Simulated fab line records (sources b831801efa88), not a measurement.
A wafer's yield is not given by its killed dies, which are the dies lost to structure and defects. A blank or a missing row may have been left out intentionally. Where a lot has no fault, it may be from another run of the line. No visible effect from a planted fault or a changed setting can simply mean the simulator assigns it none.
Check of tool commonality -- flow gf180mcu -- Sample size 12 lots and 36 wafers

## REASON IT WAS OPENED
GF_VT_IMPLANT_RS_MEAS_47, reading NWELL_RS: flagged on 3 of 12 lots. No-fault wafers: 487.7 ohm/sq, standard deviation 1.5.
Rule: flag the lot when none of its wafers has a number, or when each of its wafers that has one lies beyond 4 standard deviations from that mean. As for the other lots, they are considered sound.

lot,measured,on,"NWELL_RS (ohm/sq), wafer by wafer",flag
L349,day 7 11:02,film metro-01,489.2 490.0 488.0,
L350,day 7 20:14,film metro-02,431.9 431.1 431.3,FLAGGED
L352,day 8 09:08,film metro-02,432.5 432.1 432.1,FLAGGED
L355,day 9 05:58,film metro-04,433.0 431.7 430.5,FLAGGED
L357,day 9 19:07,film metro-01,486.8 487.0 487.6,
L358,day 9 23:59,film metro-04,488.9 487.7 489.5,
L359,day 10 10:04,film metro-01,487.6 488.7 488.8,
L360,day 10 15:21,film metro-02,487.1 488.1 486.9,
L363,day 11 11:26,film metro-04,488.1 486.0 488.1,
L364,day 11 19:30,film metro-04,486.0 487.5 486.5,
L367,day 12 15:22,film metro-01,487.2 488.3 486.5,
L369,day 13 03:19,film metro-02,486.2 485.7 487.2,
The mean of the flagged lots' numbers is 431.8 ohm/sq, -55.9 ohm/sq from the usual (-37 standard deviations).

## LOT BY LOT: THE TOOL USED
The record holds 2 process steps before the reading, out of a route of 602 steps. Every cell lists first the tool, next ch and the chambers used by the sampled wafers, and last the start.
lot,flag,GF_NWELL_IMPLANT_09,GF_MVSD_STRIP_10
L349,,"implanter-03 ch 0, day 3 06:46","plasma asher-02 ch 0,1, day 4 09:50"
L350,FLAGGED,"implanter-02 ch 0, day 3 13:28 and implanter-03 ch 0, day 3 13:47","plasma asher-03 ch 0,1, day 4 17:33"
L352,FLAGGED,"implanter-04 ch 0, day 3 22:37","plasma asher-03 ch 0,1, day 5 02:55"
L355,FLAGGED,"implanter-04 ch 0, day 4 17:17","plasma asher-01 ch 0,1, day 5 22:13"
L357,,"implanter-02 ch 0, day 5 02:33","plasma asher-03 ch 0,1, day 6 09:23"
L358,,"implanter-04 ch 0, day 5 08:28","plasma asher-01 ch 0,1, day 6 13:16"
L359,,"implanter-04 ch 0, day 5 16:16","plasma asher-01 ch 0,1, day 6 22:33"
L360,,"implanter-04 ch 0, day 5 20:37","plasma asher-01 ch 0,1, day 7 03:01"
L363,,"implanter-04 ch 0, day 6 12:09","plasma asher-03 ch 0, day 7 19:04"
L364,,"implanter-03 ch 0, day 6 17:44","plasma asher-02 ch 0,1, day 8 02:17"
L367,,"implanter-04 ch 0, day 7 10:14","plasma asher-03 ch 1, day 8 18:27"
L369,,"implanter-03 ch 0, day 7 18:56","plasma asher-03 ch 0,1, day 9 04:58"
What the steps here do:
- GF_NWELL_IMPLANT_09
- GF_MVSD_STRIP_10: strips in O2/N2.
- GF_VT_IMPLANT_RS_MEAS_47: measures by four-point-probe.

## FLAGGED AGAINST TOTAL, ONE TOOL AT A TIME (gauges that did the reading follow at the end)
step,tool,lots run,flagged,share of the flagged lots,sound lots run after its first flagged lot
GF_NWELL_IMPLANT_09,implanter-02,2,1,some,1 (L357)
GF_NWELL_IMPLANT_09,implanter-03,4,1,some,"2 (L364,L369)"
GF_NWELL_IMPLANT_09,implanter-04,7,2,some,"5 (L358,L359,L360,L363,L367)"
GF_MVSD_STRIP_10,plasma asher-01,4,1,some,"3 (L358,L359,L360)"
GF_MVSD_STRIP_10,plasma asher-02,2,0,none,-
GF_MVSD_STRIP_10,plasma asher-03,6,2,some,"4 (L357,L363,L367,L369)"
GF_VT_IMPLANT_RS_MEAS_47,film metro-01,4,0,none,-
GF_VT_IMPLANT_RS_MEAS_47,film metro-02,4,2,some,"2 (L360,L369)"
GF_VT_IMPLANT_RS_MEAS_47,film metro-04,4,1,some,"3 (L358,L363,L364)"

## WHAT THE TABLE ALLOWS
No row of the table ran every flagged lot.

## WHAT THE SIMULATOR HAD INSERTED
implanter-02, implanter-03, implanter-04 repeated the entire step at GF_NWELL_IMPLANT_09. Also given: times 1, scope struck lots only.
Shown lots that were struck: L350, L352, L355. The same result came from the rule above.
